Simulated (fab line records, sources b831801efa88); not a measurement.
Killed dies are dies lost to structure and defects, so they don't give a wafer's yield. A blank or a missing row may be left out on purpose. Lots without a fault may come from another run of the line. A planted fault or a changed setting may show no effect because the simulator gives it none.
Tool commonality check | flow gf180mcu | 13 lots, 39 wafers sampled

WHY IT WAS OPENED
At GF_DNWELL_TW_MEAS_09 the reading DNWELL_TW is flagged on 2 of 13 lots. Wafers without a fault read 1342, standard deviation 15.
Rule: a lot is flagged when every wafer of it that has a number lies more than 4 standard deviations from that mean, or none has a number. The other lots count as sound.

lot  | measured    | on            | DNWELL_TW, wafer by wafer | flag
L578 | day 3 10:32 | film_metro-04 | 1327 1323 1326            |
L579 | day 3 17:01 | film_metro-04 | 1328 1330 1334            |
L581 | day 4 02:34 | film_metro-01 | 1343 1341 1350            |
L582 | day 4 08:14 | film_metro-01 | 1344 1338 1340            |
L583 | day 4 13:36 | film_metro-04 | 1335 1324 1329            |
L584 | day 4 17:58 | film_metro-03 | 1359 1357 1355            |
L585 | day 4 23:05 | film_metro-01 | 1362 1353 1356            |
L587 | day 5 09:06 | film_metro-01 | 1344 1357 1352            |
L594 | day 6 23:30 | film_metro-01 | 1138 1132 1134            | FLAGGED
L595 | day 7 04:48 | film_metro-03 | 1175 1165 1170            | FLAGGED
L596 | day 7 10:07 | film_metro-03 | 1368 1375 1377            |
L597 | day 7 22:00 | film_metro-03 | 1359 1368 1369            |
L598 | day 7 22:08 | film_metro-01 | 1348 1334 1352            |
The numbers of the flagged lots are 1152 on average: -190 against the usual, or -13 standard deviations.

WHICH TOOL RAN EACH LOT
The record holds 1 process step before the reading, out of a route of 602 steps. In each cell: the tool, then ch and the chambers that the sampled wafers went through, then the start.
lot  | flag    | GF_DNWELL_IMPLANT_07
L578 |         | implanter-04 ch 0, day 3 10:17
L579 |         | implanter-04 ch 0, day 3 16:47
L581 |         | implanter-04 ch 0, day 4 02:20
L582 |         | implanter-01 ch 0, day 4 08:01
L583 |         | implanter-02 ch 0, day 4 13:21
L584 |         | implanter-01 ch 0, day 4 17:46
L585 |         | implanter-02 ch 0, day 4 22:50
L587 |         | implanter-01 ch 0, day 5 08:51
L594 | FLAGGED | implanter-04 ch 0, day 6 23:16
L595 | FLAGGED | implanter-04 ch 0, day 7 04:33
L596 |         | implanter-01 ch 0, day 7 09:53
L597 |         | implanter-02 ch 0, day 7 21:45
L598 |         | implanter-01 ch 0, day 7 21:55
What these steps do:
- GF_DNWELL_IMPLANT_07
- GF_DNWELL_TW_MEAS_09

FLAGGED OVER TOTAL, TOOL BY TOOL (the gauges that took the reading come last)
step                 | tool          | lots run | flagged | share of the flagged lots | sound lots run after its first flagged lot
GF_DNWELL_IMPLANT_07 | implanter-01  | 5        | 0       | none                      | -
GF_DNWELL_IMPLANT_07 | implanter-02  | 3        | 0       | none                      | -
GF_DNWELL_IMPLANT_07 | implanter-04  | 5        | 2       | all                       | 0
GF_DNWELL_TW_MEAS_09 | film_metro-01 | 6        | 1       | some                      | 1 (L598)
GF_DNWELL_TW_MEAS_09 | film_metro-03 | 4        | 1       | some                      | 2 (L596,L597)
GF_DNWELL_TW_MEAS_09 | film_metro-04 | 3        | 0       | none                      | -

WHAT THE TABLE ALLOWS
1 row of the table ran every flagged lot: implanter-04 at GF_DNWELL_IMPLANT_07.
- implanter-04 at GF_DNWELL_IMPLANT_07: 2 of its 5 lots flagged. Its last sound lot is L581 (day 4 02:20), its first flagged lot L594 (day 6 23:16): a fault that began between those two fits. Its own readings lie more than 4 standard deviations out on every wafer of the flagged lots: dose_ions_cm2, faraday_current_uA.
One tool is left: implanter-04 at GF_DNWELL_IMPLANT_07.

WHAT THE SIMULATOR HAD PUT IN
Process parameter drift: implanter-04, from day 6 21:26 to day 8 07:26, at GF_DNWELL_IMPLANT_07. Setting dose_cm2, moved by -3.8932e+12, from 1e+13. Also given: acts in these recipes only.
Lots struck among those shown: L594, L595. The rule above found the same.
